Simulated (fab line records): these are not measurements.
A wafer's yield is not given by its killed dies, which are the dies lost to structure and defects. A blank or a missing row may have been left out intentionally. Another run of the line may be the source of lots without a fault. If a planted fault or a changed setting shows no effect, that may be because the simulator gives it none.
A struck lot beside a sound one + flow sky130 + 15 steps out of a route of 708
Sound: wafers L122.3, L122.4, L122.5. Wafers struck: L127.4, L127.5, L127.6. Last of all comes the cause.
At each step with rows: each side's tool, then ch and its chambers, then its first start. Under that, the readings that differ: sound wafers + struck wafers + difference of the means + sigmas: that difference in standard deviations of wafers without a fault.
alike: readings whose means differ by less than 2 such deviations, and words and numbers that are the same on both sides. not compared: withheld readings, readings that some wafer has no value for, bounds like >300 that may hide the same value, and numbers for which the record gives no deviation and whose values overlap.
The two part at a step that has a row with sigmas, a row that says differs or no value, or rows on one side only. Numbers that don't overlap but have no deviation are shown without sigmas and don't part them. Lack of a reading on every wafer of one side parts them only where that side has two or more wafers.

first, 7 steps without rows for these wafers: SKY_METAL3_HMDS_06 (prime time 60 s); SKY_METAL3_COAT_07 (resist thk 60 nm); SKY_METAL3_COAT_08 (resist thk 1140 nm); SKY_METAL3_SOFTBAKE_09 (time 90 s); SKY_METAL3_EXPOSE_10 (exposes mask MM3, target cd 300 nm); SKY_METAL3_PEB_11; SKY_METAL3_DEVELOP_12 (develop time 60 s).
SKY_METAL3_CD_MEAS_13: the cd target is 300 nm.
  sound on cd_sem-02, day 40 12:59; struck on cd_sem-01, day 41 22:55
  alike: cd_nm
SKY_METAL3_OVL_MEAS_14:
  sound on overlay-01, day 40 13:05; struck on overlay-01, day 41 22:59
  alike: METAL3_OVL
SKY_METAL3_DESCUM_15: chemistry O2, time 8 s.
  sound on rie_metal-01 ch 0,1, day 40 13:07; struck on rie_metal-03 ch 0,1, day 41 23:01
| reading                     | sound             | struck            | difference | sigmas |
|-----------------------------|-------------------|-------------------|------------|--------|
| drypump_motor_current_A (A) | 6.7 6.1 6.7       | 4.8 5.6 4.8       | -1.4       | -2     |
| oes_product_au (a.u.)       | 0.991 0.989 0.999 | 1.009 1.018 1.019 | +0.022     | +3     |
  not compared: rf_hours_counter_h
SKY_METAL3_ETCH_16: etches BARC in N2/H2, stops on SiO2, time 88.2 s, target depth 60 nm.
  sound on rie_metal-01 ch 0,1, day 40 13:10; struck on rie_metal-03 ch 0,1, day 41 23:04
| reading                     | sound       | struck      | difference | sigmas |
|-----------------------------|-------------|-------------|------------|--------|
| drypump_motor_current_A (A) | 6.6 6.1 6.7 | 4.8 5.6 4.8 | -1.4       | -2     |
  alike: bias_w, chamber_pressure_mTorr, oes_product_au, throttle_valve_pct
  not compared: rf_hours_counter_h
SKY_METAL3_ETCH_17: etches SiO2 in C4F8/O2/Ar, stops on TiN, time 3.9 s, target depth 15 nm.
  sound on rie_diel-03 ch 0,3, day 40 13:14; struck on rie_diel-03 ch 0,2,3, day 41 23:08
  alike: bias_w, chamber_pressure_mTorr, oes_product_au
SKY_METAL3_METAL_ETCH_18: etches the open film in Cl2/BCl3, stops on SiO2, target depth 845 nm, time 183.1 s.
  sound on rie_metal-04 ch 0,1, day 40 13:19; struck on rie_metal-04 ch 0,1, day 41 23:13
  no value came back on the struck wafers for any of 5 readings (bcl3_flow_sccm (sccm), bias_w (W) and others); on the sound wafers bcl3_flow_sccm (sccm) reads 30.04 30.02 29.96
| reading                                       | sound             | struck         | difference | sigmas |
|-----------------------------------------------|-------------------|----------------|------------|--------|
| model.KrF-thick_of_METAL3_COAT_08.thk_nm (nm) | 530.2 524.2 518.5 | 1077 1074 1074 | +551       |        |
| model.SiO2_of_VIA2_HDPCVD_00.thk_nm (nm)      | 467.3 466.1 466.3 | 490 491 491.3  | +24        |        |
  not compared: rf_hours_counter_h
SKY_METAL3_STRIP_19: strips in O2/N2.
  sound on plasma_asher-03 ch 0,1, day 40 13:28; struck on plasma_asher-04 ch 0,1, day 41 23:22
| reading                      | sound             | struck            | difference | sigmas |
|------------------------------|-------------------|-------------------|------------|--------|
| oes_product_au (a.u.)        | 0.498 0.510 0.506 | 0.710 0.716 0.719 | +0.210     | +41    |
| strip_time_to_endpoint_s (s) | 6.58 6.52 6.46    | 11.86 11.83 11.84 | +5.32      | +89    |
  alike: drypump_motor_current_A
  not compared: rf_hours_counter_h
then, 1 step without rows for these wafers: SKY_METAL3_STRIP_20 (strips in post etch residue remover, time 1200 s).

WHERE THEY PART
First at SKY_METAL3_DESCUM_15; last, within this record, at SKY_METAL3_STRIP_19.

WHY: whatever the simulator had introduced
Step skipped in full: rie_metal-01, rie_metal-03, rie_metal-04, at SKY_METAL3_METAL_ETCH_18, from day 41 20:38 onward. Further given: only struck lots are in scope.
